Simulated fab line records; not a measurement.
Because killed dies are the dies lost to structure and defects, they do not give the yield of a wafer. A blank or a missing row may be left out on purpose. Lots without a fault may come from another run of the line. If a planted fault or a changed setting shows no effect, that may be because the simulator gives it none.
Struck lot and sound lot, side by side	flow sky130	16 out of 708 route steps
Sound: the wafers L338.1, L338.2, L338.6. Wafers L325.1, L325.2, L325.4 were the ones struck. The cause comes at the end.
At each step with rows: each side's tool, then ch and its chambers, then its first start. Under that, the readings that differ: sound wafers	struck wafers	difference of the means	sigmas: that difference in standard deviations of wafers without a fault.
alike: a reading whose means differ by less than 2 such deviations, as well as words and numbers matching on both sides. not compared: withheld readings; readings where some wafer has no value; bounds like >300 that might hide an equal value; numbers whose values overlap and for which the record gives no deviation.
A row with sigmas, a row that says differs or no value, or rows on one side alone: a step with any of these is where the two part. Numbers that don't overlap but have no deviation are shown without sigmas and don't part them. A reading that every wafer of one side lacks parts them only if that side has two wafers or more.

first, 5 steps without rows for these wafers: SKY_SONOS_TUNNEL_COAT_02 (resist thk 1140 nm); SKY_SONOS_TUNNEL_SOFTBAKE_03 (time 60 s); SKY_SONOS_TUNNEL_EXPOSE_04 (exposes mask TUNM, target cd 410 nm); SKY_SONOS_TUNNEL_PEB_05; SKY_SONOS_TUNNEL_DEVELOP_06 (develop time 60 s).
SKY_SONOS_TUNNEL_CD_MEAS_07 targets a cd of 410 nm.
  sound on cd sem-02 at day 17 18:22; struck on cd sem-02 at day 13 08:49
  alike: cd nm
SKY_SONOS_TUNNEL_OVL_MEAS_08:
  sound on overlay-02 at day 17 18:29; struck on overlay-02 at day 13 08:56
  alike: SONOS_TUNNEL_OVL
then, 3 steps without rows for these wafers: SKY_SONOS_TUNNEL_IMPLANT_09; SKY_SONOS_TUNNEL_WET_ETCH_10 (etches SiO2 in dHF, target depth 14 nm, time 280 s); SKY_SONOS_TUNNEL_STRIP_11 (strips in SPM, time 600 s).
SKY_SONOS_TUNNEL_TW_MEAS_12:
  sound on film metro-01 at day 17 18:56; struck on film metro-03 at day 13 09:23
  alike: SONOS_TUNNEL_TW
then, 1 step without rows for these wafers: SKY_SONOS_TUNNEL_CLEAN_13 (cleans in dHF, time 20 s).
SKY_SONOS_ONO_OXIDATION_00: stabilise 600 s, purge 300 s, target thk 2.6 nm.
  sound on furnace-01 ch 0, day 18 02:22; struck on furnace-02 ch 0, day 13 10:42
reading	sound	struck	difference	sigmas
zone power lower pct (%)	13.2 13.3 13.5	16.7 16.6 16.7	+3.3	+2
model.SiO2_of_SONOS_ONO_OXIDATION_00.thk nm (nm)	2.57 2.556 2.596	2.978 2.977 2.96	+0.398	
  alike: ramp up c per min, zone power bottom pct
SKY_SONOS_ONO_THK_MEAS_01:
  sound on film metro-03 at day 18 03:43; struck on film metro-01 at day 13 12:03
reading	sound	struck	difference	sigmas
SONOS_ONO_OXIDATION_THK (nm)	2.52 2.52 2.63	3.00 2.97 3.01	+0.44	+8
then, 1 step without rows for these wafers: SKY_SONOS_ONO_CVD_02 (deposits Si3N4 from DCS/NH3, target thk 10.5 nm, time 180 s).
-- the record jumps here: 34 days lie between the struck wafers' starts before and after (it left off in module SONOS_ONO and takes up again in module PAD_OPEN, whose first step shown is number 708 of the route) --
SKY_PAD_OPEN_PROBE_99:
  sound on prober-01 at day 50 13:20; struck on prober-02 at day 47 13:29
reading	sound	struck	difference	sigmas
model.etest.sonos erased.drive ua um	206 182.2 184.5	128.6 149.9 145.4	-49.6	
model.etest.cap ono.gate log10 a cm2	-8.031 -7.958 -8.097	-8.507 -8.636 -8.397	-0.485	
model.etest.sonos erased.vt v (V)	-2.26 -2.251 -2.2	-1.76 -1.776 -1.849	+0.44	
model.etest.cap ono.tox acc nm (nm)	12.99 12.93 13.09	13.35 13.41 13.26	+0.34	
model.etest.sonos programmed.vt v (V)	1.354 1.425 1.335	1.282 1.253 1.301	-0.093	
model.etest.sonos baked.vt less v (V)	-0.46 -0.5465 -0.4688	-0.3615 -0.3473 -0.3299	+0.1455	
  alike: killed_at_M0_to_M3, killed_at_M4_up, killed at contacts, killed at front end, killed at other, killed dies, killed open, killed short

== WHERE THEY PART ==
At SKY_SONOS_ONO_OXIDATION_00 first; at SKY_SONOS_ONO_THK_MEAS_01 last (within this record only). Later steps at which nothing parts them and some readings are alike: SKY_PAD_OPEN_PROBE_99.

WHY: the cause the simulator had injected
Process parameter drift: furnace-02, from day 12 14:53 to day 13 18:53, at SKY_SONOS_ONO_OXIDATION_00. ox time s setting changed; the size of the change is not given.
